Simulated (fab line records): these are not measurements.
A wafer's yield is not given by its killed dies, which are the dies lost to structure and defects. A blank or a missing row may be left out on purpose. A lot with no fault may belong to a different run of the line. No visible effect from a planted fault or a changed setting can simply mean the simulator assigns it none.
Struck lot and sound lot, side by side -- flow gf180mcu -- 14 out of 602 route steps
Sound: the wafers L647.1, L647.3, L647.5. Wafers L642.2, L642.3, L642.4 were the ones struck. The cause is named last.
At each step with rows: each side's tool, then ch and its chambers, then its first start. Under that, the readings that differ: sound wafers -- struck wafers -- difference of the means -- sigmas: that difference in standard deviations of wafers without a fault.
alike: a reading whose means differ by less than 2 such deviations, as well as words and numbers matching on both sides. not compared: withheld readings; readings where some wafer has no value; bounds like >300 that might hide an equal value; numbers whose values overlap and for which the record gives no deviation.
The two part at a step that has a row with sigmas, a row that says differs or no value, or rows on one side only. Numbers that don't overlap but have no deviation are shown without sigmas and don't part them. Lack of a reading on every wafer of one side parts them only where that side has two or more wafers.

first, 1 step without rows for these wafers: GF_V3_CVD_00 (deposits SiO2, target thk 600 nm, time 100 s).
GF_V3_THK_MEAS_01:
  sound: film metro-02 at day 26 19:49; struck: film metro-04 at day 24 23:54
  alike: V3_CVD_00_THK
GF_V3_CVD_02: deposits SiO2 from TEOS, target thk 850 nm, time 94.851 s.
  sound on pecvd-03 ch 1,2, day 26 19:53; struck on pecvd-03 ch 0,2, day 24 23:57
  alike: heater power w
GF_V3_THK_MEAS_03:
  sound: film metro-04 at day 26 19:57; struck: film metro-02 at day 25 00:02
  alike: V3_CVD_02_THK
GF_V3_CMP_04: polishes SiO2.
  sound on cmp-01 ch 1,2,3, day 26 20:04; struck on cmp-01 ch 1,2,3, day 25 00:05
  alike: motor current A, time to endpoint s
GF_V3_BOW_MEAS_05:
  sound: film metro-03 at day 26 20:19; struck: film metro-03 at day 25 00:24
  alike: V3_BOW
then, 6 steps without rows for these wafers: GF_V3_DEHYDRATE_06 (time 60 s); GF_V3_HMDS_07 (prime time 60 s); GF_V3_COAT_08; GF_V3_COAT_09 (resist thk 1000 nm); GF_V3_SOFTBAKE_10 (time 60 s); GF_V3_EXPOSE_11 (exposes mask Via3, target cd 260 nm).
GF_V3_PEB_12: peb time 90 s.
  sound on litho track-03 ch 0, day 27 16:23; struck on litho track-03, day 25 21:55
  no value came back on the struck wafers for chill plate temp C (C), exhaust pa (Pa); on the sound wafers chill plate temp C (C) reads 22.85 22.95 22.94
then, 1 step without rows for these wafers: GF_V3_DEVELOP_13 (develop time 60 s).

## WHERE THEY PART
Within this record, at GF_V3_PEB_12 only.

WHY: the cause the simulator had injected
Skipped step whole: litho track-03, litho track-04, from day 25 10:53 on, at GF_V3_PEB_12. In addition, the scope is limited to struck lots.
